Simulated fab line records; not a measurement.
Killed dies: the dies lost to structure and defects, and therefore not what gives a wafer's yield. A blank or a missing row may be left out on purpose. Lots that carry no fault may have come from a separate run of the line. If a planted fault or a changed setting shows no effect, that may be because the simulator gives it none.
Which tool was responsible? / flow sky130 / 33 wafers from 11 lots sampled at 3 of the route's 708 steps

## WHAT THE GAUGES READ, wafer by wafer
SKY_CONTACT_THK_MEAS_26: measures by xrf.
lot=L453; measured=day 33 00:19; on=filmMetro-01; CONTACT_W_THK (nm)=344 348 349
lot=L452; measured=day 33 01:10; on=filmMetro-03; CONTACT_W_THK (nm)=348 347 345
lot=L454; measured=day 33 11:29; on=filmMetro-01; CONTACT_W_THK (nm)=352 351 355
lot=L459; measured=day 34 22:11; on=filmMetro-02; CONTACT_W_THK (nm)=347 348 344
lot=L465; measured=day 36 20:49; on=filmMetro-01; CONTACT_W_THK (nm)=350 348 347
lot=L469; measured=day 37 20:26; on=filmMetro-02; CONTACT_W_THK (nm)=348 353 356
lot=L470; measured=day 38 00:20; on=filmMetro-03; CONTACT_W_THK (nm)=350 350 355
lot=L471; measured=day 38 09:28; on=filmMetro-03; CONTACT_W_THK (nm)=347 345 352
lot=L472; measured=day 38 14:53; on=filmMetro-03; CONTACT_W_THK (nm)=349 354 350
lot=L473; measured=day 39 06:17; on=filmMetro-01; CONTACT_W_THK (nm)=346 348 351
lot=L474; measured=day 39 07:56; on=filmMetro-02; CONTACT_W_THK (nm)=345 346 351

SKY_VIA1_BOW_MEAS_03.
lot=L453; measured=day 34 05:04; on=filmMetro-04; VIA1_BOW (um)=72 83 78
lot=L452; measured=day 34 06:35; on=filmMetro-03; VIA1_BOW (um)=93 86 94
lot=L454; measured=day 34 16:24; on=filmMetro-02; VIA1_BOW (um)=80 91 86
lot=L459; measured=day 36 02:44; on=filmMetro-04; VIA1_BOW (um)=91 83 81
lot=L465; measured=day 38 01:41; on=filmMetro-04; VIA1_BOW (um)=81 90 96
lot=L469; measured=day 39 00:31; on=filmMetro-03; VIA1_BOW (um)=78 74 78
lot=L470; measured=day 39 04:18; on=filmMetro-02; VIA1_BOW (um)=90 79 90
lot=L471; measured=day 39 13:56; on=filmMetro-04; VIA1_BOW (um)=85 76 83
lot=L472; measured=day 39 19:18; on=filmMetro-02; VIA1_BOW (um)=81 76 73
lot=L473; measured=day 40 09:47; on=filmMetro-03; VIA1_BOW (um)=72 85 86
lot=L474; measured=day 40 12:32; on=filmMetro-03; VIA1_BOW (um)=92 81 81

## EACH LOT AND THE TOOL THAT RAN IT (in order: tool; ch and the chambers of the sampled wafers; start)
lot=L453; SKY_VIA1_CMP_02=cmp-02 ch 0,2, day 34 04:49
lot=L452; SKY_VIA1_CMP_02=cmp-01 ch 1,2,3, day 34 06:17
lot=L454; SKY_VIA1_CMP_02=cmp-01 ch 1,2, day 34 16:08
lot=L459; SKY_VIA1_CMP_02=cmp-02 ch 0,2, day 36 02:26
lot=L465; SKY_VIA1_CMP_02=cmp-01 ch 2,3, day 38 01:22
lot=L469; SKY_VIA1_CMP_02=cmp-01 ch 0,1, day 39 00:10
lot=L470; SKY_VIA1_CMP_02=cmp-01 ch 0,1,3, day 39 04:03
lot=L471; SKY_VIA1_CMP_02=cmp-02 ch 0,1,3, day 39 13:37
lot=L472; SKY_VIA1_CMP_02=cmp-01 ch 0,1,3, day 39 19:06
lot=L473; SKY_VIA1_CMP_02=cmp-02 ch 0,1,2, day 40 09:29
lot=L474; SKY_VIA1_CMP_02=cmp-02 ch 2,3, day 40 12:13
- SKY_VIA1_CMP_02: polishes SiO2.

## AS READ BY THE TOOLS THEMSELVES (means over the sampled wafers that have a number; for cases with no such wafer, the mark the record gives instead)
SKY_VIA1_CMP_02.
lot=L453; tool=cmp-02; motorCurrentA (A)=12.6
lot=L452; tool=cmp-01; motorCurrentA (A)=12.2
lot=L454; tool=cmp-01; motorCurrentA (A)=12.8
lot=L459; tool=cmp-02; motorCurrentA (A)=12.4
lot=L465; tool=cmp-01; motorCurrentA (A)=11.0
lot=L469; tool=cmp-01; motorCurrentA (A)=13.9
lot=L470; tool=cmp-01; motorCurrentA (A)=13.2
lot=L471; tool=cmp-02; motorCurrentA (A)=12.0
lot=L472; tool=cmp-01; motorCurrentA (A)=13.3
lot=L473; tool=cmp-02; motorCurrentA (A)=12.6
lot=L474; tool=cmp-02; motorCurrentA (A)=11.4

## THE ANSWER, worked out from the rows above alone
Rule: the lots themselves supply what counts as usual. Put in order of their means at a reading, lots are off if they are a third of the lots or fewer, leave a main group of 4 or more, and stand apart from it by a gap of 3 or more times the standard deviation of the main group's means; of several such gaps the widest counts. A main group is skipped when, at the precision printed for the reading in the tables above, its means are all equal. Also off: a lot with no number at a reading for which 4 or more lots have one. Where the step has rows for the other lots, those lots are counted as sound. First the gauges in route order, then the tools' own readings, where a lot's mean is used as printed above. The first step at which some lot is off is used, and at that step the reading that is off furthest; a lot without a number counts as furthest.
Nothing can be told from this: no lot is off at any reading shown.

## WHAT THE SIMULATOR HAD INSERTED
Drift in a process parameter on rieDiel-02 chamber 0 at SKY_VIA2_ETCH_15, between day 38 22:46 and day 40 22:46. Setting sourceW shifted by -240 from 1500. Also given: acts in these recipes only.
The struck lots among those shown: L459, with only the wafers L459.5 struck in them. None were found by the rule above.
